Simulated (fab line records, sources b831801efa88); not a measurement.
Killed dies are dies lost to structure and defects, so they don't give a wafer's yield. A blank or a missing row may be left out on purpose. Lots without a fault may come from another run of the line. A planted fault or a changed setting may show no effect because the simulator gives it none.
fab line records | flow gf180mcu
record lots=5 wafers=15 last_day=34
route steps=602 shown V3@429 M4@456
lots that met no fault: from a run of the same line without faults
start_h: hours from the record's first day to the start of the lot's first wafer shown | wait_h: hours since the lot's step before | " the same as in the row above | L1.1+2: a row that stands for several wafers | - no value, or no start given | * or withheld: withheld | < > ~ a bound
route shown NAME@n: a module of which the file shows steps, and the number in the route of the first | usual: mean/standard deviation of fault-free wafers | same: alike in all rows | chamber/n: place in a boat | sites: the reading at each site | _std_site: their standard deviation | _edge_site: outer sites' mean less inner sites' | radius_mm: how far each site lies from the wafer's centre | mask NAME#n: copy n | behind: the tool/chamber that last shaped the wafer | hold: why the lot was held/for how many hours/how that ended | device: the transistor (n, p or np) that didn't switch | end of line: the same wafers' tests at the end of the route | a step without rows: its recipe alone | killed: dies lost to structure and defects at the first sort, not the wafer's yield | map: a wafer's dies, x killed, . not, _ none there
set.NAME: the setting as run; set.NAME@STEP: as run at that earlier step | model.NAME: the simulator's own value behind a step, which no gauge read
lots at some steps of the route; a table a step, a row a wafer
services: from which hour (start_h, from the record's first day; less than 0 if before it) a tool's chamber was out of use, for how many hours, and why
## steps
# step GF_V3_CVD_00
# recipe material=SiO2 target_thk_nm=600 sigma_open_frac=0.3 temp_c=400 time_s=100 sih4_flow_sccm=60 pressure_mtorr=6
# columns lot.wafer tool chamber start_h wait_h
L074.3+4+5 hdpcvd-02 0,1,0 492.06 0.0
L078.3+4+6 hdpcvd-02 0,2,1 525.68 0.0
L090.1+3+4 hdpcvd-02 0,1,0 624.58 0.0
L092.1+3+4 hdpcvd-01 1,0,2 644.55 0.0
L094.2+3+5 hdpcvd-01 0,2,1 651.08 0.0
# step GF_V3_THK_MEAS_01
# recipe reads=SiO2_of_V3_CVD_00
# usual V3_CVD_00_THK=598/5
# columns lot.wafer tool chamber start_h wait_h V3_CVD_00_THK[nm]
L074.3 film_metro-01 - 492.16 0.1 591
L074.4 " - " " 587
L074.5 " - " " 594
L078.3 film_metro-02 - 525.78 0.1 598
L078.4 " - " " 596
L078.6 " - " " 597
L090.1 film_metro-04 - 624.66 0.0 597
L090.3 " - " " 601
L090.4 " - " " 602
L092.1 film_metro-04 - 644.62 0.0 599
L092.3 " - " " 597
L092.4 " - " " 597
L094.2 film_metro-01 - 651.17 0.0 604
L094.3 " - " " 594
L094.5 " - " " 598
# step GF_V3_CVD_02
# recipe material=SiO2 target_thk_nm=850 precursor=TEOS temp_c=400 time_s=94.851 rf_w=600
# usual heater_power_outer_w=419/51 heater_power_w=693/70
# columns lot.wafer tool chamber start_h wait_h heater_power_outer_w heater_power_w
L074.3 pecvd-02 0 492.20 0.0 367 569
L074.4 " 2 " " 435 766
L074.5 " 1 " " 484 741
L078.3 pecvd-04 2 525.82 0.0 390 706
L078.4 " 0 " " 375 596
L078.6 " 2 " " 426 726
L090.1 pecvd-03 0 624.72 0.1 395 665
L090.3 " 1 " " 478 741
L090.4 " 0 " " 441 726
L092.1 pecvd-03 0 644.68 0.1 414 710
L092.3 " 1 " " 451 722
L092.4 " 0 " " 474 771
L094.2 pecvd-02 0 651.22 0.0 456 711
L094.3 " 2 " " 362 650
L094.5 " 0 " " 483 734
# step GF_V3_THK_MEAS_03
# recipe reads=SiO2_of_V3_CVD_02
# usual V3_CVD_02_THK=852/10
# columns lot.wafer tool chamber start_h wait_h V3_CVD_02_THK[nm]
L074.3 film_metro-04 - 492.29 0.1 842
L074.4 " - " " 853
L074.5 " - " " 863
L078.3 film_metro-01 - 525.90 0.1 846
L078.4 " - " " 864
L078.6 " - " " 847
L090.1 film_metro-01 - 624.78 0.0 837
L090.3 " - " " 844
L090.4 " - " " 859
L092.1 film_metro-01 - 644.75 0.0 841
L092.3 " - " " 830
L092.4 " - " " 858
L094.2 film_metro-02 - 651.30 0.0 846
L094.3 " - " " 853
L094.5 " - " " 857
# step GF_V3_CMP_04
# recipe material=SiO2 down_force_psi=4 platen_rpm=60 pad_velocity_m_s=0.94248
# usual edge_zone_pressure_frac=1.001/0.0052 motor_current_A=11.9/1.2 time_to_endpoint_s=81/4.6
# columns lot.wafer tool chamber start_h wait_h edge_zone_pressure_frac motor_current_A time_to_endpoint_s
L074.3 cmp-02 1 492.39 0.1 1.008 12.7 78
L074.4 " 2 " " 1.009 11.1 80
L074.5 " 1 " " 1.005 12.3 85
L078.3 cmp-01 3 531.46 5.5 1.001 12.6 81
L078.4 " 1 " " 1.004 13.8 87
L078.6 " 3 " " 0.995 12.8 80
L090.4 cmp-01 3 624.89 0.1 0.999 13.0 89
L090.3 " 0 " " 0.997 10.5 78
L090.1 " 1 " " 1.000 14.1 78
L092.4 cmp-01 0 644.81 0.0 1.005 10.5 85
L092.3 " 2 " " 0.998 11.0 74
L092.1 " 3 " " 1.003 12.9 81
L094.3 cmp-02 2 651.35 0.0 1.010 11.2 78
L094.2 " 0 " " 0.999 11.1 78
L094.5 " 3 " " 1.000 12.3 83
# step GF_V3_BOW_MEAS_05
# recipe mode=bow
# usual V3_BOW=118/7.9
# columns lot.wafer tool chamber start_h wait_h V3_BOW[um]
L074.3 film_metro-01 - 492.73 0.3 120
L074.4 " - " " 121
L074.5 " - " " 125
L078.3 film_metro-04 - 531.80 0.3 112
L078.4 " - " " 114
L078.6 " - " " 124
L090.1 film_metro-01 - 625.14 0.1 115
L090.3 " - " " 123
L090.4 " - " " 107
L092.1 film_metro-01 - 645.11 0.1 99
L092.3 " - " " 125
L092.4 " - " " 125
L094.2 film_metro-01 - 651.67 0.2 113
L094.3 " - " " 119
L094.5 " - " " 113
# step GF_V3_DEHYDRATE_06
# recipe temp_c=200 time_s=60
# usual chill_plate_temp_C=22.99/0.1
# columns lot.wafer tool chamber start_h wait_h chill_plate_temp_C
L074.3 litho_track-02 0 503.65 10.9 23.05
L074.4 " 0 " " 23.02
L074.5 " 0 " " 22.86
L078.3 litho_track-04 0 540.81 9.0 22.98
L078.4 " 0 " " 22.96
L078.6 " 0 " " 22.98
L090.1 litho_track-02 0 634.60 9.4 22.89
L090.3 " 0 " " 22.90
L090.4 " 0 " " 22.88
L092.1 litho_track-04 0 653.81 8.7 23.12
L092.3 " 0 " " 23.09
L092.4 " 0 " " 23.10
L094.2 litho_track-01 0 660.93 9.2 23.10
L094.3 " 0 " " 23.03
L094.5 " 0 " " 22.95
# step GF_V3_HMDS_07
# recipe prime_time_s=60 prime_temp_c=120
# usual chill_plate_temp_C=22.99/0.1 prime_temp_c=120.01/0.13
# columns lot.wafer tool chamber start_h wait_h chill_plate_temp_C prime_temp_c
L074.3 litho_track-02 0 503.80 0.1 22.96 119.92
L074.4 " 0 " " 22.80 120.00
L074.5 " 0 " " 22.89 119.88
L078.3 litho_track-04 0 540.96 0.1 22.93 120.09
L078.4 " 0 " " 23.07 119.87
L078.6 " 0 " " 22.89 120.09
L090.1 litho_track-02 0 634.75 0.1 23.14 119.92
L090.3 " 0 " " 23.16 119.92
L090.4 " 0 " " 23.01 120.00
L092.1 litho_track-04 0 653.96 0.1 22.99 120.12
L092.3 " 0 " " 22.96 119.98
L092.4 " 0 " " 22.90 119.88
L094.2 litho_track-01 0 661.08 0.1 22.98 119.95
L094.3 " 0 " " 22.67 119.89
L094.5 " 0 " " 22.97 119.90
# step GF_V3_COAT_08
# recipe resist=BARC temp_c=withheld time_s=withheld spin_rpm=withheld resist_thk_nm=withheld
# usual chill_plate_temp_C=*
# columns lot.wafer tool chamber start_h wait_h chill_plate_temp_C
L074.3 litho_track-02 0 503.95 0.1 *
L074.4 " 0 " " *
L074.5 " 0 " " *
L078.3 litho_track-04 0 541.11 0.1 *
L078.4 " 0 " " *
L078.6 " 0 " " *
L090.1 litho_track-02 0 634.90 0.1 *
L090.3 " 0 " " *
L090.4 " 0 " " *
L092.1 litho_track-04 0 654.11 0.1 *
L092.3 " 0 " " *
L092.4 " 0 " " *
L094.2 litho_track-01 0 661.23 0.1 *
L094.3 " 0 " " *
L094.5 " 0 " " *
# step GF_V3_COAT_09
# recipe resist=KrF spin_rpm=withheld resist_thk_nm=1000
# usual chill_plate_temp_C=23.01/0.11
# columns lot.wafer tool chamber start_h wait_h chill_plate_temp_C
L074.3 litho_track-02 0 - - 23.01
L074.4 " 0 " " 22.99
L074.5 " 0 " " 23.07
L078.3 litho_track-04 0 - - 22.96
L078.4 " 0 " " 23.07
L078.6 " 0 " " 23.01
L090.1 litho_track-02 0 - - 23.02
L090.3 " 0 " " 23.12
L090.4 " 0 " " 23.01
L092.1 litho_track-04 0 - - 23.06
L092.3 " 0 " " 22.85
L092.4 " 0 " " 22.93
L094.2 litho_track-01 0 - - 22.75
L094.3 " 0 " " 23.00
L094.5 " 0 " " 23.11
# step GF_V3_SOFTBAKE_10
# recipe temp_c=130 time_s=60 resist=KrF
# usual chill_plate_temp_C=23.00/0.11
# columns lot.wafer tool chamber start_h wait_h chill_plate_temp_C
L074.3 litho_track-02 0 - - 22.96
L074.4 " 0 " " 22.98
L074.5 " 0 " " 23.07
L078.3 litho_track-04 0 - - 23.03
L078.4 " 0 " " 22.98
L078.6 " 0 " " 23.22
L090.1 litho_track-02 0 - - 22.84
L090.3 " 0 " " 23.01
L090.4 " 0 " " 23.03
L092.1 litho_track-04 0 - - 22.96
L092.3 " 0 " " 23.11
L092.4 " 0 " " 22.95
L094.2 litho_track-01 0 - - 23.00
L094.3 " 0 " " 23.06
L094.5 " 0 " " 23.12
# step GF_V3_EXPOSE_11
# recipe mask_id=Via3 target_cd_nm=260 na=0.68 source_shape=conventional sigma_outer=0.6 dose_mj=38
# columns lot.wafer tool chamber start_h wait_h mask
L074.3+4+5 krf_scanner-01 0 - - Via3#0
L078.3+4+6 krf_scanner-01 0 - - Via3#0
L090.1+3+4 krf_scanner-01 0 - - Via3#0
L092.1+3+4 krf_scanner-01 0 - - Via3#0
L094.2+3+5 krf_scanner-01 0 - - Via3#0
# step GF_V3_PEB_12
# recipe peb_temp_c=135 peb_time_s=90 resist=KrF
# usual chill_plate_temp_C=23.00/0.11
# columns lot.wafer tool chamber start_h wait_h chill_plate_temp_C
L074.3 litho_track-01 0 - - 23.01
L074.4 " 0 " " 22.93
L074.5 " 0 " " 23.08
L078.3 litho_track-04 0 - - 22.80
L078.4 " 0 " " 22.89
L078.6 " 0 " " 23.04
L090.1 litho_track-02 0 - - 23.05
L090.3 " 0 " " 22.85
L090.4 " 0 " " 22.97
L092.1 litho_track-04 0 - - 22.92
L092.3 " 0 " " 23.06
L092.4 " 0 " " 23.02
L094.2 litho_track-04 0 - - 23.00
L094.3 " 0 " " 22.94
L094.5 " 0 " " 22.98
# step GF_V3_DEVELOP_13
# recipe develop_time_s=60 resist=KrF dev_temp_c=21
# usual chill_plate_temp_C=23.01/0.11
# columns lot.wafer tool chamber start_h wait_h chill_plate_temp_C
L074.3 litho_track-01 0 515.75 0.1 22.94
L074.4 " 0 " " 22.88
L074.5 " 0 " " 22.90
L078.3 litho_track-04 0 553.26 0.1 23.04
L078.4 " 0 " " 23.05
L078.6 " 0 " " 22.94
L090.1 litho_track-02 0 645.60 0.2 23.15
L090.3 " 0 " " 23.02
L090.4 " 0 " " 23.09
L092.1 litho_track-04 0 664.51 0.2 23.10
L092.3 " 0 " " 23.26
L092.4 " 0 " " 23.05
L094.2 litho_track-04 0 671.03 0.2 23.04
L094.3 " 0 " " 22.96
L094.5 " 0 " " 23.11
# step GF_V3_CD_MEAS_14
# recipe target_cd_nm=260
# usual cd_nm=260.2/1.1
# columns lot.wafer tool chamber start_h wait_h cd_nm
L074.3 cd_sem-01 - 515.89 0.1 259.9
L074.4 " - " " 259.3
L074.5 " - " " 259.5
L078.3 cd_sem-02 - 553.40 0.1 261.0
L078.4 " - " " 260.7
L078.6 " - " " 259.5
L090.1 cd_sem-01 - 645.75 0.1 261.7
L090.3 " - " " 262.3
L090.4 " - " " 261.5
L092.1 cd_sem-01 - 664.72 0.2 259.9
L092.3 " - " " 259.6
L092.4 " - " " 258.7
L094.2 cd_sem-01 - 671.18 0.1 260.1
L094.3 " - " " 261.1
L094.5 " - " " 258.6
# step GF_V3_OVL_MEAS_15
# usual V3_OVL=4/5.3
# columns lot.wafer tool chamber start_h wait_h V3_OVL[nm]
L074.3 overlay-01 - 515.98 0.1 6
L074.4 " - " " 12
L074.5 " - " " 8
L078.3 overlay-01 - 553.49 0.1 5
L078.4 " - " " -1
L078.6 " - " " 0
L090.1 overlay-01 - 645.87 0.1 -1
L090.3 " - " " -2
L090.4 " - " " 1
L092.1 overlay-01 - 664.84 0.1 1
L092.3 " - " " 8
L092.4 " - " " 13
L094.2 overlay-02 - 671.29 0.1 12
L094.3 " - " " 9
L094.5 " - " " 5
# step GF_V3_ETCH_16
# recipe chemistry=N2/H2 target_depth_a=withheld overetch_a=withheld time_s=withheld target=BARC ion_energy_ev=200 source_w=500 bias_w=100 pressure_mtorr=30 n2_flow_sccm=100 h2_flow_sccm=200
# usual drypump_motor_current_A=5.8/0.41 oes_product_au=0.854/0.005 throttle_valve_pct=13.224/0.0091
# columns lot.wafer tool chamber start_h wait_h drypump_motor_current_A oes_product_au throttle_valve_pct
L074.3 rie_diel-01 3 516.01 0.0 6.0 0.854 13.218
L074.4 " 1 " " 5.9 0.848 13.233
L074.5 " 1 " " 5.9 0.851 13.219
L078.3 rie_diel-01 2 553.52 0.0 5.5 0.845 13.228
L078.4 " 1 " " 5.9 0.853 13.226
L078.6 " 0 " " 5.5 0.845 13.214
L090.1 rie_diel-02 0 645.90 0.0 6.0 0.859 13.224
L090.3 " 3 " " 4.8 0.846 13.228
L090.4 " 2 " " 5.3 0.859 13.226
L092.1 rie_diel-03 2 664.87 0.0 5.8 0.853 13.227
L092.3 " 1 " " 5.9 0.852 13.240
L092.4 " 0 " " 5.7 0.854 13.216
L094.2 rie_diel-01 3 671.32 0.0 6.0 0.848 13.223
L094.3 " 2 " " 5.5 0.858 13.219
L094.5 " 3 " " 6.0 0.856 13.230
# step GF_V3_ETCH_17
# recipe chemistry=C4F8/O2/Ar mask_material=KrF target=SiO2 stop_on=TiN source_w=1500 bias_w=1200 pressure_mtorr=40 c4f8_flow_sccm=withheld O2_flow_sccm=6 Ar_flow_sccm=300 time_s=withheld target_depth_a=6350
# usual oes_product_au=0.856/0.005
# columns lot.wafer tool chamber start_h wait_h oes_product_au
L074.3 rie_diel-01 3 - - 0.856
L074.4 " 1 " " 0.850
L074.5 " 1 " " 0.862
L078.3 rie_diel-01 2 - - 0.853
L078.4 " 1 " " 0.856
L078.6 " 0 " " 0.853
L090.1 rie_diel-02 0 - - 0.856
L090.3 " 3 " " 0.863
L090.4 " 2 " " 0.863
L092.1 rie_diel-03 2 - - 0.863
L092.3 " 1 " " 0.858
L092.4 " 0 " " 0.850
L094.2 rie_diel-01 3 - - 0.858
L094.3 " 2 " " 0.852
L094.5 " 3 " " 0.849
# step GF_V3_STRIP_18
# recipe chemistry=O2/N2 power_w=1400 pressure_mtorr=1500 platen_temp_c=250 o2_flow_sccm=3000 n2_flow_sccm=300 overash_fraction=0.5
# usual drypump_motor_current_A=5.7/0.45 heater_power_w=327/25 oes_product_au=0.593/0.0044
# columns lot.wafer tool chamber start_h wait_h drypump_motor_current_A heater_power_w oes_product_au rf_hours_counter_h
L074.3 plasma_asher-03 1 516.17 - 5.4 324 0.591 -
L074.4 " 0 " " 4.9 348 0.601 -
L074.5 " 0 " " 4.9 339 0.599 -
L078.3 plasma_asher-02 1 553.68 - 5.6 352 0.590 -
L078.4 " 0 " " 6.1 347 0.594 -
L078.6 " 1 " " 5.6 339 0.593 -
L090.1 plasma_asher-02 1 646.03 - 5.6 341 0.594 55
L090.3 " 1 " " 5.6 333 0.584 -
L090.4 " 0 " " 6.1 353 0.591 -
L092.1 plasma_asher-01 0 665.00 - 6.0 295 0.584 24
L092.3 " 0 " " 6.0 290 0.591 -
L092.4 " 1 " " 6.1 286 0.599 -
L094.2 plasma_asher-02 0 671.44 - 6.1 352 0.591 58
L094.3 " 0 " " 6.1 349 0.596 -
L094.5 " 1 " " 5.6 344 0.589 -
# step GF_V3_STRIP_19
# recipe chemistry=post_etch_residue_remover time_s=1200 temp_c=72.5
# columns lot.wafer tool chamber start_h wait_h
L074.3+4+5 wet_bench-02 0 516.24 0.0
L078.3+4+6 wet_bench-02 1 553.75 0.0
L090.1+3+4 wet_bench-02 3 646.13 0.1
L092.1+3+4 wet_bench-02 2 665.10 0.1
L094.2+3+5 wet_bench-04 3 671.54 0.1
# step GF_V3_CLEAN_20
# recipe chemistry=DIW dry=n2_spin
# columns lot.wafer tool chamber start_h wait_h
L074.3+4+5 wet_bench-03 2 516.58 0.0
L078.3+4+6 wet_bench-04 2 554.12 0.0
L090.1+3+4 wet_bench-04 0 646.63 0.2
L092.1+3+4 wet_bench-03 0 665.51 0.0
L094.2+3+5 wet_bench-02 2 671.89 0.0
# step GF_V3_SPUTTER_21
# recipe material=Ti target_thk_nm=15 chamber_pressure_pa=5 power_w=2500 substrate_temp_c=200 time_s=80.02
# usual throttle_valve_pct=29.6/0.83
# columns lot.wafer tool chamber start_h wait_h throttle_valve_pct
L074.3 pvd_sputter-04 - 516.67 0.0 30.7
L074.4 " - " " 29.6
L074.5 " - " " 30.7
L078.3 pvd_sputter-02 - 554.21 0.0 29.3
L078.4 " - " " 30.6
L078.6 " - " " 28.5
L090.1 pvd_sputter-03 - 646.73 0.0 29.2
L090.3 " - " " 30.1
L090.4 " - " " 29.7
L092.1 pvd_sputter-02 - 665.60 0.0 29.3
L092.3 " - " " 27.3
L092.4 " - " " 28.6
L094.2 pvd_sputter-02 - 671.98 0.0 27.5
L094.3 " - " " 29.2
L094.5 " - " " 28.6
# step GF_V3_SPUTTER_22
# recipe material=TiN target_thk_nm=10 chamber_pressure_pa=5 power_w=4000 time_s=40
# usual throttle_valve_pct=29.6/0.82
# columns lot.wafer tool chamber start_h wait_h throttle_valve_pct
L074.3 pvd_sputter-04 - 516.73 0.0 30.6
L074.4 " - " " 29.5
L074.5 " - " " 30.6
L078.3 pvd_sputter-02 - 554.27 0.0 29.2
L078.4 " - " " 30.8
L078.6 " - " " 28.4
L090.1 pvd_sputter-03 - 646.79 0.0 29.1
L090.3 " - " " 30.3
L090.4 " - " " 29.9
L092.1 pvd_sputter-02 - 665.66 0.0 29.0
L092.3 " - " " 27.7
L092.4 " - " " 28.4
L094.2 pvd_sputter-02 - 672.04 0.0 27.7
L094.3 " - " " 29.6
L094.5 " - " " 28.6
# step GF_V3_CVD_23
# recipe material=W target_thk_nm=350 time_s=104.9 temp_c=400 pressure_torr=40
# usual heater_power_outer_w=491/68 heater_power_w=786/57
# columns lot.wafer tool chamber start_h wait_h heater_power_outer_w heater_power_w
L074.3 cvd_w-02 0 516.81 0.1 574 826
L074.4 " 1 " " 407 699
L074.5 " 1 " " 406 706
L078.3 cvd_w-02 0 554.35 0.1 571 837
L078.4 " 1 " " 402 713
L078.6 " 0 " " 563 828
L090.1 cvd_w-02 0 646.83 0.0 584 810
L090.3 " 0 " " 561 832
L090.4 " 1 " " 412 698
L092.1 cvd_w-02 0 665.70 0.0 577 843
L092.3 " 0 " " 566 831
L092.4 " 1 " " 395 706
L094.2 cvd_w-02 1 672.08 0.0 410 713
L094.3 " 0 " " 580 837
L094.5 " 1 " " 403 728
# step GF_V3_RS_MEAS_24
# recipe thk_meas_gauge=four-point-probe reads=W_of_V3_CVD_23+TiN_of_V3_SPUTTER_22+Ti_of_V3_SPUTTER_21
# usual V3_W_RS=0.327/0.006
# columns lot.wafer tool chamber start_h wait_h V3_W_RS[ohm/sq]
L074.3 film_metro-04 - 516.92 0.1 0.326
L074.4 " - " " 0.328
L074.5 " - " " 0.326
L078.3 film_metro-04 - 554.46 0.1 0.328
L078.4 " - " " 0.329
L078.6 " - " " 0.338
L090.1 film_metro-01 - 646.94 0.1 0.329
L090.3 " - " " 0.331
L090.4 " - " " 0.326
L092.1 film_metro-01 - 665.81 0.1 0.329
L092.3 " - " " 0.331
L092.4 " - " " 0.329
L094.2 film_metro-04 - 672.21 0.1 0.329
L094.3 " - " " 0.329
L094.5 " - " " 0.328
# step GF_V3_THK_MEAS_25
# recipe thk_meas_gauge=xrf reads=W_of_V3_CVD_23
# usual V3_W_THK=346/8
# columns lot.wafer tool chamber start_h wait_h V3_W_THK[nm]
L074.3 film_metro-04 - 517.02 0.1 356
L074.4 " - " " 351
L074.5 " - " " 353
L078.3 film_metro-04 - 554.56 0.1 347
L078.4 " - " " 346
L078.6 " - " " 340
L090.1 film_metro-01 - 647.06 0.1 336
L090.3 " - " " 334
L090.4 " - " " 341
L092.1 film_metro-01 - 665.93 0.1 336
L092.3 " - " " 333
L092.4 " - " " 334
L094.2 film_metro-04 - 672.32 0.1 354
L094.3 " - " " 355
L094.5 " - " " 355
# step GF_V3_CMP_26
# recipe stop_on=SiO2 down_force_psi=3.5 platen_rpm=60 t_overpolish_s=15 target_thk_nm=0 pad_velocity_m_s=0.94248
# usual edge_zone_pressure_frac=1.000/0.0054 motor_current_A=10.9/1 overpolish_run_s=15.000/0.0093 time_to_endpoint_s=86/3.3
# columns lot.wafer tool chamber start_h wait_h edge_zone_pressure_frac motor_current_A overpolish_run_s time_to_endpoint_s
L074.3 cmp-01 0 517.06 0.0 1.004 9.8 15.029 81
L074.4 " 3 " " 1.002 12.2 14.988 82
L074.5 " 1 " " 0.993 12.1 15.003 85
L078.3 cmp-01 2 554.60 0.0 1.008 9.9 14.997 81
L078.4 " 3 " " 1.003 11.7 14.999 84
L078.6 " 3 " " 1.002 12.1 14.989 81
L090.4 cmp-01 1 647.32 0.2 1.006 12.7 14.997 85
L090.1 " 2 " " 1.000 9.7 15.012 87
L090.3 " 3 " " 1.005 12.1 15.007 83
L092.3 cmp-02 2 666.19 0.2 0.999 9.6 15.002 85
L092.4 " 3 " " 1.001 11.3 15.001 93
L092.1 " 0 " " 1.003 11.0 14.984 88
L094.2 cmp-02 3 672.37 0.0 0.999 11.3 14.997 86
L094.3 " 2 " " 0.993 9.7 14.995 82
L094.5 " 3 " " 1.001 11.6 14.996 87
# step GF_M4_SPUTTER_00
# recipe material=Ti target_thk_nm=37.5 arriving_ion_energy_ev=80 substrate_temp_c=200 chamber_pressure_pa=2 power_w=4000 time_s=150
# usual throttle_valve_pct=29.8/0.77
# columns lot.wafer tool chamber start_h wait_h throttle_valve_pct
L074.3 pvd_sputter-01 - 517.36 0.2 28.6
L074.4 " - " " 30.3
L074.5 " - " " 28.9
L078.3 pvd_sputter-03 - 554.90 0.2 29.5
L078.4 " - " " 28.8
L078.6 " - " " 28.9
L090.1 pvd_sputter-03 - 647.57 0.1 29.0
L090.3 " - " " 29.5
L090.4 " - " " 29.3
L092.1 pvd_sputter-03 - 666.44 0.1 29.0
L092.3 " - " " 29.3
L092.4 " - " " 29.9
L094.2 pvd_sputter-03 - 672.67 0.2 30.0
L094.3 " - " " 29.5
L094.5 " - " " 30.2
# step GF_M4_SPUTTER_01
# recipe material=TiN target_thk_nm=30 power_w=6500 time_s=25 chamber_pressure_pa=0.4
# usual throttle_valve_pct=29.8/0.76
# columns lot.wafer tool chamber start_h wait_h throttle_valve_pct
L074.3 pvd_sputter-01 - 517.46 0.1 28.8
L074.4 " - " " 30.7
L074.5 " - " " 29.0
L078.3 pvd_sputter-03 - 555.00 0.1 29.3
L078.4 " - " " 28.9
L078.6 " - " " 29.1
L090.1 pvd_sputter-03 - 647.67 0.1 28.9
L090.3 " - " " 29.9
L090.4 " - " " 29.3
L092.1 pvd_sputter-03 - 666.54 0.1 29.3
L092.3 " - " " 29.6
L092.4 " - " " 29.4
L094.2 pvd_sputter-03 - 672.77 0.1 29.8
L094.3 " - " " 28.8
L094.5 " - " " 30.3
# step GF_M4_SPUTTER_02
# recipe material=AlCu target_thk_nm=450 power_w=10600 time_s=23.9 chamber_pressure_pa=0.4
# usual throttle_valve_pct=29.8/0.74
# columns lot.wafer tool chamber start_h wait_h throttle_valve_pct
L074.3 pvd_sputter-01 - 517.49 0.0 29.0
L074.4 " - " " 30.5
L074.5 " - " " 29.0
L078.3 pvd_sputter-03 - 555.03 0.0 29.2
L078.4 " - " " 29.1
L078.6 " - " " 28.9
L090.1 pvd_sputter-03 - 647.70 0.0 29.0
L090.3 " - " " 30.1
L090.4 " - " " 29.0
L092.1 pvd_sputter-03 - 666.57 0.0 29.0
L092.3 " - " " 29.3
L092.4 " - " " 29.6
L094.2 pvd_sputter-03 - 672.80 0.0 29.9
L094.3 " - " " 29.1
L094.5 " - " " 30.3
# step GF_M4_SPUTTER_03
# recipe material=Ti target_thk_nm=10 substrate_temp_c=300 chamber_pressure_pa=0.3 power_w=3000 time_s=6.7
# usual throttle_valve_pct=29.8/0.77
# columns lot.wafer tool chamber start_h wait_h throttle_valve_pct
L074.3 pvd_sputter-01 - 517.52 0.0 28.8
L074.4 " - " " 30.6
L074.5 " - " " 28.7
L078.3 pvd_sputter-03 - 555.06 0.0 29.4
L078.4 " - " " 28.8
L078.6 " - " " 29.0
L090.1 pvd_sputter-03 - 647.73 0.0 29.0
L090.3 " - " " 29.9
L090.4 " - " " 29.1
L092.1 pvd_sputter-03 - 666.60 0.0 29.2
L092.3 " - " " 29.4
L092.4 " - " " 29.9
L094.2 pvd_sputter-03 - 672.83 0.0 29.6
L094.3 " - " " 29.1
L094.5 " - " " 30.4
# step GF_M4_SPUTTER_04
# recipe material=TiN target_thk_nm=50 power_w=6500 time_s=41.7 chamber_pressure_pa=0.4
# usual throttle_valve_pct=29.8/0.77
# columns lot.wafer tool chamber start_h wait_h throttle_valve_pct
L074.3 pvd_sputter-01 - 517.54 0.0 28.9
L074.4 " - " " 30.3
L074.5 " - " " 28.8
L078.3 pvd_sputter-03 - 555.08 0.0 29.2
L078.4 " - " " 29.1
L078.6 " - " " 28.9
L090.1 pvd_sputter-03 - 647.75 0.0 28.6
L090.3 " - " " 29.8
L090.4 " - " " 29.4
L092.1 pvd_sputter-03 - 666.62 0.0 28.8
L092.3 " - " " 29.3
L092.4 " - " " 29.7
L094.2 pvd_sputter-03 - 672.85 0.0 29.7
L094.3 " - " " 28.9
L094.5 " - " " 30.1
# step GF_M4_RS_MEAS_05
# recipe thk_meas_gauge=four-point-probe reads=TiN_of_M4_SPUTTER_04+Ti_of_M4_SPUTTER_03+AlCu_of_M4_SPUTTER_02+TiN_of_M4_SPUTTER_01+Ti_of_M4_SPUTTER_00
# usual M4_ALCU_RS=0.0696/0.0005
# columns lot.wafer tool chamber start_h wait_h M4_ALCU_RS[ohm/sq]
L074.3 film_metro-04 - 517.62 0.1 0.0690
L074.4 " - " " 0.0688
L074.5 " - " " 0.0696
L078.3 film_metro-04 - 555.16 0.1 0.0700
L078.4 " - " " 0.0701
L078.6 " - " " 0.0691
L090.1 film_metro-01 - 647.79 0.0 0.0697
L090.3 " - " " 0.0691
L090.4 " - " " 0.0693
L092.1 film_metro-01 - 666.66 0.0 0.0697
L092.3 " - " " 0.0702
L092.4 " - " " 0.0696
L094.2 film_metro-01 - 672.91 0.0 0.0700
L094.3 " - " " 0.0695
L094.5 " - " " 0.0694
# step GF_M4_THK_MEAS_06
# recipe thk_meas_gauge=xrf reads=AlCu_of_M4_SPUTTER_02
# usual M4_ALCU_THK=447/3.1
# columns lot.wafer tool chamber start_h wait_h M4_ALCU_THK[nm]
L074.3 film_metro-04 - 517.72 0.1 450
L074.4 " - " " 449
L074.5 " - " " 448
L078.3 film_metro-04 - 555.26 0.1 444
L078.4 " - " " 446
L078.6 " - " " 451
L090.1 film_metro-01 - 647.91 0.1 448
L090.3 " - " " 453
L090.4 " - " " 452
L092.1 film_metro-01 - 666.78 0.1 448
L092.3 " - " " 444
L092.4 " - " " 447
L094.2 film_metro-01 - 673.02 0.1 450
L094.3 " - " " 449
L094.5 " - " " 452
# step GF_M4_DEHYDRATE_07
# recipe temp_c=200 time_s=60
# usual chill_plate_temp_C=22.99/0.12
# columns lot.wafer tool chamber start_h wait_h chill_plate_temp_C
L074.3 litho_track-01 0 528.70 11.0 23.02
L074.4 " 0 " " 23.00
L074.5 " 0 " " 22.84
L078.3 litho_track-03 0 564.56 9.3 22.94
L078.4 " 0 " " 22.88
L078.6 " 0 " " 22.80
L090.1 litho_track-01 0 656.05 8.1 23.07
L090.3 " 0 " " 22.98
L090.4 " 0 " " 23.03
L092.1 litho_track-04 0 675.46 8.7 23.08
L092.3 " 0 " " 22.99
L092.4 " 0 " " 23.01
L094.2 litho_track-04 0 682.18 9.2 23.06
L094.3 " 0 " " 22.98
L094.5 " 0 " " 22.87
## services
# columns tool chamber start_h hours kind
pecvd-02 - 475.27 2.9 repair
rie_diel-02 0 484.58 6.1 repair
wet_bench-02 - 486.38 6.5 repair
cmp-01 - 491.86 1.1 repair
pvd_sputter-02 - 496.57 5.7 repair
krf_scanner-01 - 499.18 1.3 pm
hdpcvd-02 - 539.25 15.0 pm
rie_diel-01 0 544.24 3.6 repair
rie_diel-01 1 556.93 16.6 repair
hdpcvd-02 - 558.51 5.5 pm
cmp-02 - 559.48 0.5 repair
rie_diel-01 2 562.02 10.9 repair
hdpcvd-02 1 567.86 20.5 repair
cmp-02 - 572.05 4.0 pm
krf_scanner-01 - 579.70 1.0 pm
cvd_w-02 - 621.08 6.9 pm
krf_scanner-01 - 629.04 0.8 pm
krf_scanner-01 - 630.85 4.0 pm
krf_scanner-01 - 640.79 0.3 repair
krf_scanner-01 - 642.57 2.1 repair
pvd_sputter-01 - 662.35 2.1 repair
krf_scanner-01 - 675.08 1.3 pm
krf_scanner-01 - 677.07 0.3 repair
wet_bench-04 - 678.64 0.7 repair
## key
fault none
